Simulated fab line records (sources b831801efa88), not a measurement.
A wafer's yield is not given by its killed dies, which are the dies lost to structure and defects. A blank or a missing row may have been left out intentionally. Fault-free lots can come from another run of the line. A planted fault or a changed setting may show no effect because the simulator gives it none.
One fault through the eyes of 2 desks    flow gf180mcu    what lay behind the numbers comes last; until then each desk has only its own

FOR THE TOOL OWNER'S DESK: pvdSputter-03
At GF_M2_SPUTTER_04 (material TiN, target thk 50 nm, time 41.7 s) the tool's own readings: per lot run on this tool, the mean of the sampled wafers that have a number. If a lot's mean is further than 4 standard deviations from the usual mean, the lot is out of limits and carries the mark OUT (the distance appears in the brackets).
Columns: A = throttleValvePct at GF_M2_SPUTTER_04, usual 29.8 %
lot   first seen here  A
L153  day 18 03:20     29.8
L155  day 19 03:03     29.5
L156  day 19 04:23     30.0
L157  day 19 19:05     29.6
L166  day 23 02:46     29.9
L168  day 23 20:51     29.8
L176  day 26 17:40     29.6
Finding of this desk: none of the 7 lots has anything out of limits.

AT THE METROLOGY DESK
What the gauges read, lot by lot, whatever tool the lot ran on: means of the sampled wafers that have a number. If a lot's mean is further than 4 standard deviations from the usual mean, the lot is out of limits and carries the mark OUT (the distance appears in the brackets).
Columns: A = M1_ALCU_THK at GF_M1_THK_MEAS_06, usual 459 nm; B = M2_ALCU_THK at GF_M2_THK_MEAS_06, usual 457 nm
lot   first seen here  A    B
L153  day 16 03:22     464  455
L154  day 16 10:16     463  449
L155  day 16 22:34     461  453
L156  day 17 02:01     453  452
L157  day 17 16:10     466  449
L158  day 18 01:14     455  464
L166  day 21 00:23     451  446
L168  day 21 19:27     462  440
L169  day 22 02:35     459  453
L170  day 22 09:49     459  463
L171  day 22 13:03     457  462
L173  day 23 05:10     460  451
L176  day 24 20:11     460  461
Finding of this desk: none of the 13 lots has anything out of limits.

TAKEN TOGETHER
Nothing out of limits was seen by the tool owner's desk.
At the metrology desk, nothing out of limits was observed.

WHAT THE SIMULATOR HAD INSERTED
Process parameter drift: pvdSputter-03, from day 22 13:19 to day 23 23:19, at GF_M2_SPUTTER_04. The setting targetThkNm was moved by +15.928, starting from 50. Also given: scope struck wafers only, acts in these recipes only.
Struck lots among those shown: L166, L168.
